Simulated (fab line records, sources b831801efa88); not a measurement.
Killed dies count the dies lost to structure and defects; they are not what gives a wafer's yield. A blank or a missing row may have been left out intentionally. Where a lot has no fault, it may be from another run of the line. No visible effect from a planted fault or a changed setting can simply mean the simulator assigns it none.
Code-filled problem report in 8D (eight disciplines) form + flow gf180mcu + the parts of the form that need people (team, actions taken, sign-off) are left out

1. PROBLEM STATEMENT
HV_LDD_CVD_54_THK at GF_HV_LDD_THK_MEAS_55 reads a mean of 5.17 nm on 3 wafers of 1 lot; wafers without a fault read 10.00 nm with a standard deviation of 0.13. Relative to the usual mean, that is a shift of -37 standard deviations.
The first sign was on wafer L568.1 at day 19 04:18, on film metro-04. The record holds 36 wafers of 12 lots with a number at this step. Rule for "out" (also "out of limits"): further than 4 standard deviations from the usual mean. The rest of the wafers with a number are treated as sound.

2. WHAT IT IS; WHAT IT IS NOT
| question                    | is                     | is not                                                              |
|-----------------------------|------------------------|---------------------------------------------------------------------|
| which readings at this step | HV_LDD_CVD_54_THK      | -                                                                   |
| which lots                  | L568                   | L552, L553, L554, L555, L556, L557, L558, L559, L561, L563, L574    |
| which wafers of those lots  | all that have a number | -                                                                   |
| read on which gauges        | film metro-04          | film metro-01, film metro-02                                        |
| when                        | from day 19 04:18      | up to then (30 sound wafers); but 3 sound wafers of L574 came after |

3. THE SUSPECTS, EACH WITH WHAT RULES IT OUT
Counting: a tool at any process step up to the reading remains a suspect when it ran all the lots that are out and ran no sound lot after the first of those.
- the gauge at GF_HV_LDD_THK_MEAS_55 has been ruled out. All the wafers that are out were read on film metro-04, but those of them that GF_HV_LDD_CVD_54 has rows for are out there too, on other tools.
- plasma asher-02 at GF_DUAL_GATE_STRIP_13 (strips in O2/N2): kept. It ran the lot that is out, L568 (day 14 07:12), and no sound lot after that; its last sound lot up to then is L557 (day 9 20:10).
- lpcvd-02 at GF_HV_LDD_CVD_54 (deposits SiO2 from TEOS, target thk 10 nm, time 75 s): kept. It ran the lot that is out, L568 (day 19 03:17), and no sound lot after that; its last sound lot up to then is L561 (day 15 11:53). Its own spike tc bottom C, spike tc centre C, spike tc lower C, spike tc top C, spike tc upper C, susceptor temp C readings are out on those wafers.
After counting, plasma asher-02 at GF_DUAL_GATE_STRIP_13 and lpcvd-02 at GF_HV_LDD_CVD_54 remain.

4. THE CAUSE (what the simulator had put in)
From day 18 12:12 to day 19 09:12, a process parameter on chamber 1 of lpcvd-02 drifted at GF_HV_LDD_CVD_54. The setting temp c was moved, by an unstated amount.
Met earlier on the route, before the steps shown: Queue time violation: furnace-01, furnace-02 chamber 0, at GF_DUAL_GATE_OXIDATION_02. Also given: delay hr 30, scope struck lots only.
This tool is one of the 2 suspects left after counting.

5. THE CHAIN OF EFFECTS, in route order
Rows list readings where the struck wafers' mean (over those with a number) sits beyond 3 standard deviations from the usual. Only readings for which the record gives a usual standard deviation are gone through. hours: the time from each lot's start at the first step in this table that gives one to its start at this step, as a median over the lots. sigmas: the change in usual standard deviations.
| hours | step                  | reading           | usual    | on struck wafers | change | sigmas |
|-------|-----------------------|-------------------|----------|------------------|--------|--------|
| 0     | GF_HV_LDD_CVD_54      | spike tc bottom C | 702.6 C  | 674.8            | -27.8  | -12    |
| 0     | GF_HV_LDD_CVD_54      | spike tc centre C | 680.9 C  | 653.6            | -27.3  | -25    |
| 0     | GF_HV_LDD_CVD_54      | spike tc lower C  | 679.9 C  | 654.0            | -25.9  | -16    |
| 0     | GF_HV_LDD_CVD_54      | spike tc top C    | 698.3 C  | 673.4            | -24.9  | -17    |
| 0     | GF_HV_LDD_CVD_54      | spike tc upper C  | 679.1 C  | 650.6            | -28.5  | -19    |
| 0     | GF_HV_LDD_CVD_54      | susceptor temp C  | 679.9 C  | 653.0            | -26.9  | -87    |
| 1     | GF_HV_LDD_THK_MEAS_55 | HV_LDD_CVD_54_THK | 10.00 nm | 5.17             | -4.83  | -37    |
Process steps it contains:
- GF_HV_LDD_CVD_54: deposits SiO2 from TEOS, target thk 10 nm, time 75 s.

6. HOW IT WOULD HAVE BEEN CAUGHT EARLIER
In this record the first reading out of limits at a measuring or inspecting step was taken at day 19 04:18, 16 hours after the fault began at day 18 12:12.
The tool's own readings at GF_HV_LDD_CVD_54 were out on every struck wafer that the step has a row for (spike tc bottom C, spike tc centre C, spike tc lower C, spike tc top C, spike tc upper C, susceptor temp C): an alarm limit on them would have fired on the first of those.
All the lots that are out (1) had begun GF_HV_LDD_CVD_54 on lpcvd-02 by day 19 04:18. Holding the tool at that point would not have protected any of them.
